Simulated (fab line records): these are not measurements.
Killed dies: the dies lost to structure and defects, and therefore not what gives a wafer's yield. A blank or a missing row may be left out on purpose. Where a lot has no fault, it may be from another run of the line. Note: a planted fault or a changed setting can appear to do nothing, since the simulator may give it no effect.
fab line records ; flow sky130
record lots=14; wafers=42; last-day=50
route steps=708 shown GATE_OXIDE@189 LDD_HVP@285 LDD_LDN@298 POLY_CUT@316 PAD_OPEN@708
lots with no fault: from the same line, run without faults
start-h: hours from the record's first day to the start of the lot's first wafer shown ; wait-h: time in hours since the lot's previous step ; " as in the row above ; L1.1+2: several wafers, shown together as one row ; - no value, or no start was given ; * or withheld: withheld ; < > ~ a bound
route shown NAME@n: NAME is a module with steps in the file, n the number in the route of the first one ; usual: average and standard deviation across the fault-free wafers ; same: alike in all rows ; chamber/n: place in a boat ; sites: the reading at each site ; _std_site: the standard deviation of these ; _edge_site: outer sites' mean less inner sites' ; radius-mm: how far each site lies from the wafer's centre ; mask NAME#n: copy n ; behind: tool/chamber where the wafer was last shaped ; hold: the reason the lot was held/the length of the hold in hours/how it ended ; device: transistor that didn't switch, given as n, p or np ; end of line: tests of these same wafers at the route's end ; step lacking rows: just its recipe ; killed: not the wafer's yield, but the dies lost to structure and defects at the first sort ; map: a wafer's dies, marking killed ones x, the rest . and places with no die _
set.NAME: the run value of the setting; set.NAME@STEP: its run value at that earlier step ; model.NAME: the simulator's own value behind a step, which no gauge read
one table for each step of the route and one row for each wafer, over a sample of lots
services: when a tool's chamber went out of use (start-h, in hours from the record's first day, below 0 if earlier), for how many hours, and the reason
## steps
# step SKY_GATE_OXIDE_THK_MEAS_02
# recipe reads=SiO2_of_GATE_OXIDE_OXIDATION_01
# usual GATE_OXIDE_OXIDATION_00_THK=10.33/0.2
lot.wafer;tool;chamber;start-h;wait-h;GATE_OXIDE_OXIDATION_00_THK[nm]
L370.3;film-metro-02;-;295.59;0.0;10.55
L370.4;film-metro-02;-;295.59;0.0;10.67
L370.6;film-metro-02;-;295.59;0.0;10.37
L371.1;film-metro-03;-;302.54;0.0;10.13
L371.3;film-metro-03;-;302.54;0.0;10.10
L371.6;film-metro-03;-;302.54;0.0;10.07
L373.2;film-metro-01;-;326.36;0.0;10.21
L373.3;film-metro-01;-;326.36;0.0;10.38
L373.6;film-metro-01;-;326.36;0.0;10.31
L374.1;film-metro-01;-;331.70;0.0;10.11
L374.3;film-metro-01;-;331.70;0.0;10.09
L374.4;film-metro-01;-;331.70;0.0;10.00
L375.1;film-metro-02;-;340.85;0.0;10.11
L375.2;film-metro-02;-;340.85;0.0;10.07
L375.3;film-metro-02;-;340.85;0.0;10.09
L376.3;film-metro-02;-;350.93;0.0;10.49
L376.4;film-metro-02;-;350.93;0.0;10.42
L376.5;film-metro-02;-;350.93;0.0;10.52
L377.1;film-metro-03;-;356.48;0.0;10.53
L377.4;film-metro-03;-;356.48;0.0;10.50
L377.6;film-metro-03;-;356.48;0.0;10.57
L378.3;film-metro-01;-;362.95;0.0;10.02
L378.4;film-metro-01;-;362.95;0.0;10.01
L378.6;film-metro-01;-;362.95;0.0;10.14
L381.1;film-metro-02;-;391.37;0.0;10.38
L381.2;film-metro-02;-;391.37;0.0;10.32
L381.6;film-metro-02;-;391.37;0.0;10.38
L382.2;film-metro-03;-;396.81;0.0;10.54
L382.4;film-metro-03;-;396.81;0.0;10.67
L382.5;film-metro-03;-;396.81;0.0;10.53
L383.2;film-metro-03;-;399.78;0.0;10.35
L383.3;film-metro-03;-;399.78;0.0;10.26
L383.6;film-metro-03;-;399.78;0.0;10.39
L386.3;film-metro-03;-;434.00;0.0;10.32
L386.4;film-metro-03;-;434.00;0.0;10.31
L386.6;film-metro-03;-;434.00;0.0;10.54
L388.1;film-metro-03;-;446.00;0.0;10.23
L388.2;film-metro-03;-;446.00;0.0;10.20
L388.3;film-metro-03;-;446.00;0.0;10.44
L389.3;film-metro-02;-;455.59;0.0;10.05
L389.4;film-metro-02;-;455.59;0.0;9.92
L389.5;film-metro-02;-;455.59;0.0;10.01
# step SKY_LDD_HVP_OVL_MEAS_07
# usual LDD_HVP_OVL=0.5/1.4
lot.wafer;tool;chamber;start-h;wait-h;LDD_HVP_OVL[nm]
L370.3;overlay-02;-;509.08;0.1;-0.6
L370.4;overlay-02;-;509.08;0.1;1.3
L370.6;overlay-02;-;509.08;0.1;1.0
L371.1;overlay-02;-;513.36;0.1;2.1
L371.3;overlay-02;-;513.36;0.1;2.6
L371.6;overlay-02;-;513.36;0.1;3.7
L373.2;overlay-01;-;545.92;0.1;-1.4
L373.3;overlay-01;-;545.92;0.1;-0.5
L373.6;overlay-01;-;545.92;0.1;-1.9
L374.1;overlay-01;-;549.96;0.1;-0.4
L374.3;overlay-01;-;549.96;0.1;-0.7
L374.4;overlay-01;-;549.96;0.1;-0.4
L375.1;overlay-02;-;561.26;0.1;0.5
L375.2;overlay-02;-;561.26;0.1;0.3
L375.3;overlay-02;-;561.26;0.1;0.5
L376.3;overlay-02;-;573.43;0.1;1.1
L376.4;overlay-02;-;573.43;0.1;0.0
L376.5;overlay-02;-;573.43;0.1;2.4
L377.1;overlay-01;-;574.23;0.1;0.2
L377.4;overlay-01;-;574.23;0.1;-0.2
L377.6;overlay-01;-;574.23;0.1;1.3
L378.3;overlay-01;-;580.72;0.1;0.6
L378.4;overlay-01;-;580.72;0.1;2.2
L378.6;overlay-01;-;580.72;0.1;1.8
L381.1;overlay-01;-;611.41;0.1;0.3
L381.2;overlay-01;-;611.41;0.1;0.9
L381.6;overlay-01;-;611.41;0.1;-1.7
L382.2;overlay-02;-;613.69;0.1;-0.4
L382.4;overlay-02;-;613.69;0.1;2.2
L382.5;overlay-02;-;613.69;0.1;1.1
L383.2;overlay-01;-;618.04;0.1;-2.2
L383.3;overlay-01;-;618.04;0.1;0.0
L383.6;overlay-01;-;618.04;0.1;-0.9
L386.3;overlay-01;-;651.08;0.1;0.3
L386.4;overlay-01;-;651.08;0.1;2.2
L386.6;overlay-01;-;651.08;0.1;1.8
L388.1;overlay-01;-;662.61;0.1;-0.5
L388.2;overlay-01;-;662.61;0.1;-0.8
L388.3;overlay-01;-;662.61;0.1;-1.2
L389.3;overlay-02;-;673.04;0.1;-0.1
L389.4;overlay-02;-;673.04;0.1;0.7
L389.5;overlay-02;-;673.04;0.1;1.5
# step SKY_LDD_LDN_IMPLANT_09
# recipe species=As; energy-kev=15; dose-cm2=1.25e+13; tilt-deg=withheld; rotation-deg=113
# usual beam-energy-keV=15.000/0.0047; dose-ions-cm2=1.2501e+13/1.2e+10
# same implant-ion-amu=75
lot.wafer;tool;chamber;start-h;wait-h;beam-energy-keV;dose-ions-cm2
L370.3;implanter-01;0;539.70;0.1;14.994;1.249e+13
L370.4;implanter-01;0;539.70;0.1;14.993;1.2493e+13
L370.6;implanter-01;0;539.70;0.1;14.992;1.2505e+13
L371.1;implanter-02;0;543.35;0.1;15.001;1.252e+13
L371.3;implanter-02;0;543.35;0.1;14.999;1.2514e+13
L371.6;implanter-02;0;543.35;0.1;14.996;1.2506e+13
L373.2;implanter-01;0;576.43;0.1;15.008;1.2496e+13
L373.3;implanter-01;0;576.43;0.1;14.998;1.25e+13
L373.6;implanter-01;0;576.43;0.1;15.006;1.2518e+13
L374.1;implanter-02;0;579.80;0.1;14.995;1.2498e+13
L374.3;implanter-02;0;579.80;0.1;15.000;1.25e+13
L374.4;implanter-02;0;579.80;0.1;15.006;1.2499e+13
L375.1;implanter-02;0;590.20;0.1;15.001;1.2501e+13
L375.2;implanter-02;0;590.20;0.1;15.001;1.2482e+13
L375.3;implanter-02;0;590.20;0.1;15.008;1.2498e+13
L376.3;implanter-03;0;603.00;0.1;14.998;1.2502e+13
L376.4;implanter-03;0;603.00;0.1;14.993;1.2498e+13
L376.5;implanter-03;0;603.00;0.1;14.996;1.253e+13
L377.1;implanter-02;0;603.55;0.1;15.002;1.2498e+13
L377.4;implanter-02;0;603.55;0.1;14.997;1.2488e+13
L377.6;implanter-02;0;603.55;0.1;15.000;1.2465e+13
L378.3;implanter-02;0;611.30;0.1;15.002;1.2496e+13
L378.4;implanter-02;0;611.30;0.1;14.996;1.2483e+13
L378.6;implanter-02;0;611.30;0.1;15.002;1.2497e+13
L381.1;implanter-01;0;640.90;0.1;15.009;1.2505e+13
L381.2;implanter-01;0;640.90;0.1;15.006;1.2498e+13
L381.6;implanter-01;0;640.90;0.1;15.006;1.2512e+13
L382.2;implanter-03;0;643.92;0.1;14.997;1.2499e+13
L382.4;implanter-03;0;643.92;0.1;15.001;1.2475e+13
L382.5;implanter-03;0;643.92;0.1;15.002;1.25e+13
L383.2;implanter-02;0;647.93;0.1;14.999;1.2506e+13
L383.3;implanter-02;0;647.93;0.1;14.999;1.2491e+13
L383.6;implanter-02;0;647.93;0.1;15.001;1.2474e+13
L386.3;implanter-01;0;679.95;0.1;17.995;1.2502e+13
L386.4;implanter-01;0;679.95;0.1;17.990;1.2534e+13
L386.6;implanter-01;0;679.95;0.1;17.997;1.2504e+13
L388.1;implanter-01;0;690.90;0.1;18.000;1.2504e+13
L388.2;implanter-01;0;690.90;0.1;17.996;1.2513e+13
L388.3;implanter-01;0;690.90;0.1;17.994;1.2509e+13
L389.3;implanter-03;0;702.55;0.1;14.996;1.2502e+13
L389.4;implanter-03;0;702.55;0.1;14.997;1.2503e+13
L389.5;implanter-03;0;702.55;0.1;15.004;1.2508e+13
# step SKY_POLY_CUT_OVL_MEAS_09
# usual POLY_CUT_OVL=-1/5.2
lot.wafer;tool;chamber;start-h;wait-h;POLY_CUT_OVL[nm]
L370.3;overlay-01;-;573.30;0.1;-5
L370.4;overlay-01;-;573.30;0.1;-11
L370.6;overlay-01;-;573.30;0.1;2
L371.1;overlay-02;-;577.18;0.1;5
L371.3;overlay-02;-;577.18;0.1;2
L371.6;overlay-02;-;577.18;0.1;-4
L373.2;overlay-02;-;607.64;0.1;3
L373.3;overlay-02;-;607.64;0.1;-1
L373.6;overlay-02;-;607.64;0.1;0
L374.1;overlay-02;-;611.95;0.1;1
L374.3;overlay-02;-;611.95;0.1;-7
L374.4;overlay-02;-;611.95;0.1;-12
L375.1;overlay-02;-;624.59;0.1;1
L375.2;overlay-02;-;624.59;0.1;0
L375.3;overlay-02;-;624.59;0.1;5
L376.3;overlay-02;-;634.80;0.1;4
L376.4;overlay-02;-;634.80;0.1;-4
L376.5;overlay-02;-;634.80;0.1;-6
L377.1;overlay-02;-;639.24;0.1;-13
L377.4;overlay-02;-;639.24;0.1;3
L377.6;overlay-02;-;639.24;0.1;0
L378.3;overlay-02;-;642.80;0.1;1
L378.4;overlay-02;-;642.80;0.1;-1
L378.6;overlay-02;-;642.80;0.1;3
L381.1;overlay-01;-;671.99;0.1;-7
L381.2;overlay-01;-;671.99;0.1;-1
L381.6;overlay-01;-;671.99;0.1;-8
L382.2;overlay-01;-;675.04;0.1;6
L382.4;overlay-01;-;675.04;0.1;3
L382.5;overlay-01;-;675.04;0.1;3
L383.2;overlay-01;-;678.61;0.1;-12
L383.3;overlay-01;-;678.61;0.1;-1
L383.6;overlay-01;-;678.61;0.1;-2
L386.3;overlay-01;-;710.07;0.1;7
L386.4;overlay-01;-;710.07;0.1;2
L386.6;overlay-01;-;710.07;0.1;5
L388.1;overlay-02;-;722.14;0.1;6
L388.2;overlay-02;-;722.14;0.1;-5
L388.3;overlay-02;-;722.14;0.1;-2
L389.3;overlay-01;-;732.75;0.1;3
L389.4;overlay-01;-;732.75;0.1;-3
L389.5;overlay-01;-;732.75;0.1;0
# step SKY_PAD_OPEN_PROBE_99
# usual killed_at_M0_to_M3=42/6.1; killed_at_M4_up=3.4/2; killed-at-contacts=23/4.8; killed-at-front-end=15/3.8; killed-at-other=0.3/0.48; killed-dies=84/8.5; killed-open=46/6.8; killed-short=38/6.2
# same gross-dies=492; killed-at-back-side=0
lot.wafer;tool;chamber;start-h;wait-h;killed_at_M0_to_M3;killed_at_M4_up;killed-at-contacts;killed-at-front-end;killed-at-other;killed-dies;killed-open;killed-short
L373.2;prober-02;-;1112.09;0.1;43;3;27;14;0;87;52;35
L373.3;prober-02;-;1112.14;0.2;39;4;26;13;0;82;50;32
L373.6;prober-02;-;1112.29;0.2;48;3;25;13;0;89;48;41
L376.3;prober-01;-;1132.09;0.2;36;3;35;13;0;87;40;45
L376.4;prober-01;-;1132.14;0.2;40;4;20;12;1;77;40;35
L376.5;prober-01;-;1132.19;0.2;49;2;36;19;0;106;56;49
L377.1;prober-02;-;1133.61;0.1;52;0;23;12;1;88;48;40
L377.4;prober-02;-;1133.76;0.2;44;6;18;8;0;76;45;31
L377.6;prober-02;-;1133.86;0.2;34;2;17;10;0;63;29;34
L382.2;prober-01;-;1161.12;0.1;44;3;24;15;0;86;53;33
L382.4;prober-01;-;1161.22;0.2;44;3;20;14;0;81;37;44
L382.5;prober-01;-;1161.27;0.2;56;5;22;11;0;94;45;49
L383.2;prober-02;-;1162.67;0.1;34;0;21;12;1;68;30;38
L383.3;prober-02;-;1162.72;0.2;35;2;17;27;2;83;45;37
L383.6;prober-02;-;1162.87;0.2;40;3;31;18;1;93;58;34
L386.3;prober-02;-;1181.36;0.2;37;1;34;12;0;84;50;34
L386.4;prober-02;-;1181.41;0.2;44;2;20;7;0;73;33;39
L386.6;prober-02;-;1181.51;0.2;48;2;21;13;1;85;44;39
L388.1;prober-02;-;1188.49;0.1;44;6;27;12;0;89;50;39
L388.2;prober-02;-;1188.54;0.1;42;1;25;17;1;86;45;41
L388.3;prober-02;-;1188.59;0.2;48;10;27;17;0;102;48;54
# killed by level:class
L373.2 VIA1:geometric-particle:open=13 CONTACT:geometric-particle:open=11 LI_CONTACT:geometric-particle:open=7 VIA3:geometric-particle:open=7 POLY_GATE:geometric-particle:short=6 METAL1:geometric-particle:short=5 FIELD_ISO:geometric-particle:short=4 CONTACT:geometric-particle:short=4
L373.3 CONTACT:geometric-particle:open=11 VIA1:geometric-particle:open=11 LI_CONTACT:geometric-particle:open=6 VIA2:geometric-particle:open=6 LOCAL_INTERCONNECT:geometric-particle:short=5 FIELD_ISO:geometric-particle:open=3 FIELD_ISO:geometric-particle:short=3 POLY_GATE:geometric-particle:open=3
L373.6 CONTACT:geometric-particle:open=9 METAL1:geometric-particle:short=7 VIA2:geometric-particle:open=7 FIELD_ISO:geometric-particle:open=6 VIA3:geometric-particle:open=6 VIA1:geometric-particle:open=5 LI_CONTACT:geometric-particle:short=5 CONTACT:geometric-particle:short=5
L376.3 CONTACT:geometric-particle:open=17 LOCAL_INTERCONNECT:geometric-particle:short=8 METAL2:geometric-particle:short=7 VIA1:geometric-particle:short=6 VIA1:geometric-particle:open=6 FIELD_ISO:geometric-particle:short=5 VIA2:geometric-particle:open=4 LI_CONTACT:geometric-particle:open=3
L376.4 VIA3:geometric-particle:open=8 CONTACT:geometric-particle:open=7 METAL2:geometric-particle:short=7 VIA1:geometric-particle:open=6 POLY_GATE:geometric-particle:open=6 VIA2:geometric-particle:open=5 LI_CONTACT:geometric-particle:open=4 LOCAL_INTERCONNECT:geometric-particle:short=4
L376.5 CONTACT:geometric-particle:open=14 VIA1:geometric-particle:open=10 METAL2:geometric-particle:short=9 CONTACT:geometric-particle:short=8 LI_CONTACT:geometric-particle:open=7 VIA1:geometric-particle:short=7 FIELD_ISO:geometric-particle:short=6 METAL1:geometric-particle:short=6
L377.1 VIA1:geometric-particle:open=15 VIA2:geometric-particle:open=9 METAL1:geometric-particle:short=7 CONTACT:geometric-particle:short=6 METAL2:geometric-particle:short=6 VIA3:geometric-particle:open=6 FIELD_ISO:geometric-particle:short=5 CONTACT:geometric-particle:open=5
L377.4 VIA1:geometric-particle:open=12 CONTACT:geometric-particle:open=8 VIA3:geometric-particle:open=7 POLY_GATE:geometric-particle:open=5 METAL1:geometric-particle:short=5 VIA2:geometric-particle:short=4 VIA2:geometric-particle:open=4 METAL4:geometric-particle:short=4
L377.6 VIA1:geometric-particle:open=13 CONTACT:geometric-particle:open=5 METAL2:geometric-particle:short=5 LOCAL_INTERCONNECT:geometric-particle:short=4 POLY_GATE:geometric-particle:short=3 LI_CONTACT:geometric-particle:open=3 CONTACT:geometric-particle:short=3 VIA2:geometric-particle:short=3
L382.2 VIA1:geometric-particle:open=15 CONTACT:geometric-particle:open=14 VIA2:geometric-particle:open=8 CONTACT:geometric-particle:short=6 FIELD_ISO:geometric-particle:short=5 VIA2:geometric-particle:short=4 FIELD_ISO:geometric-particle:open=3 VIA1:geometric-particle:short=3
L382.4 CONTACT:geometric-particle:short=9 VIA1:geometric-particle:open=9 VIA3:geometric-particle:open=8 VIA1:geometric-particle:short=6 METAL1:geometric-particle:short=5 FIELD_ISO:geometric-particle:open=4 CONTACT:geometric-particle:open=4 VIA2:geometric-particle:short=4
L382.5 VIA1:geometric-particle:open=13 VIA1:geometric-particle:short=9 CONTACT:geometric-particle:open=8 VIA3:geometric-particle:open=8 VIA2:geometric-particle:open=6 VIA3:geometric-particle:short=6 LI_CONTACT:geometric-particle:open=5 LOCAL_INTERCONNECT:geometric-particle:short=5
L383.2 CONTACT:geometric-particle:open=6 VIA3:geometric-particle:open=6 CONTACT:geometric-particle:short=5 VIA2:geometric-particle:open=5 FIELD_ISO:geometric-particle:short=4 POLY_GATE:geometric-particle:open=4 LI_CONTACT:geometric-particle:short=4 METAL2:geometric-particle:short=4
L383.3 VIA1:geometric-particle:open=10 FIELD_ISO:geometric-particle:short=8 CONTACT:geometric-particle:open=7 FIELD_ISO:geometric-particle:open=5 POLY_GATE:geometric-particle:open=5 METAL2:geometric-particle:short=5 POLY_GATE:geometric-particle:short=4 LI_CONTACT:geometric-particle:open=4
L383.6 CONTACT:geometric-particle:open=15 VIA3:geometric-particle:open=9 VIA1:geometric-particle:open=6 VIA2:geometric-particle:open=6 FIELD_ISO:geometric-particle:open=5 LOCAL_INTERCONNECT:geometric-particle:short=5 METAL1:geometric-particle:short=5 LI_CONTACT:geometric-particle:open=4
L386.3 LI_CONTACT:geometric-particle:open=14 CONTACT:geometric-particle:short=8 VIA1:geometric-particle:open=8 CONTACT:geometric-particle:open=6 VIA2:geometric-particle:open=6 FIELD_ISO:geometric-particle:open=5 METAL2:geometric-particle:short=4 VIA3:geometric-particle:open=4
L386.4 VIA1:geometric-particle:open=11 METAL1:geometric-particle:short=7 LOCAL_INTERCONNECT:geometric-particle:short=6 CONTACT:geometric-particle:short=6 CONTACT:geometric-particle:open=5 VIA1:geometric-particle:short=5 VIA2:geometric-particle:short=4 VIA2:geometric-particle:open=4
L386.6 VIA1:geometric-particle:open=12 CONTACT:geometric-particle:open=8 METAL1:geometric-particle:short=8 VIA2:geometric-particle:open=5 LI_CONTACT:geometric-particle:open=4 LOCAL_INTERCONNECT:geometric-particle:short=4 VIA1:geometric-particle:short=4 FIELD_ISO:geometric-particle:short=3
L388.1 VIA1:geometric-particle:open=13 CONTACT:geometric-particle:open=11 VIA2:geometric-particle:open=8 METAL1:geometric-particle:short=7 VIA2:geometric-particle:short=7 LOCAL_INTERCONNECT:geometric-particle:short=6 FIELD_ISO:geometric-particle:open=5 METAL4:geometric-particle:short=5
L388.2 METAL1:geometric-particle:short=10 CONTACT:geometric-particle:open=9 VIA1:geometric-particle:open=8 LI_CONTACT:geometric-particle:open=7 VIA2:geometric-particle:open=7 VIA3:geometric-particle:open=5 VIA2:geometric-particle:short=5 CONTACT:geometric-particle:short=4
L388.3 VIA2:geometric-particle:open=10 CONTACT:geometric-particle:open=10 METAL4:geometric-particle:short=9 VIA1:geometric-particle:open=9 FIELD_ISO:geometric-particle:short=7 LOCAL_INTERCONNECT:geometric-particle:short=7 METAL3:geometric-particle:short=7 LI_CONTACT:geometric-particle:open=6
## services
tool;chamber;start-h;hours;kind
implanter-02;-;559.39;3.2;pm
implanter-02;-;564.37;1.2;repair
implanter-01;-;565.73;3.1;pm
implanter-03;-;617.57;1.5;repair
implanter-03;-;657.65;2.0;repair
implanter-02;-;673.67;3.6;repair
implanter-02;-;681.64;1.1;repair
## key
first-sign step=SKY_LDD_LDN_IMPLANT_09; reading=beam-energy-keV; direction=up; sigmas=99+; usual=*; struck=*
effect none on later readings
met-at SKY_LDD_LDN_IMPLANT_09
struck-lots L386,L388
tester-left-out L386,L388
not-acting-at SKY_GATE_OXIDE_THK_MEAS_02,SKY_LDD_HVP_OVL_MEAS_07,SKY_POLY_CUT_OVL_MEAS_09
onset-between 640.90 679.95
fault kind=process-parameter-drift; tool=implanter-01; chamber=-; onset-h=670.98; steps=SKY_LDD_LDN_IMPLANT_09; channel=energy-kev; offset=*; shape=step; end-h=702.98; acts-in=*; stated=*
# tester-left-out: of these lots the tester's yield and bins aren't shown, on N5 and GAA mostly nor the transistor test; their killed dies are dies lost to structure and defects alone, not to doping, threshold or leakage, so they don't give the yield
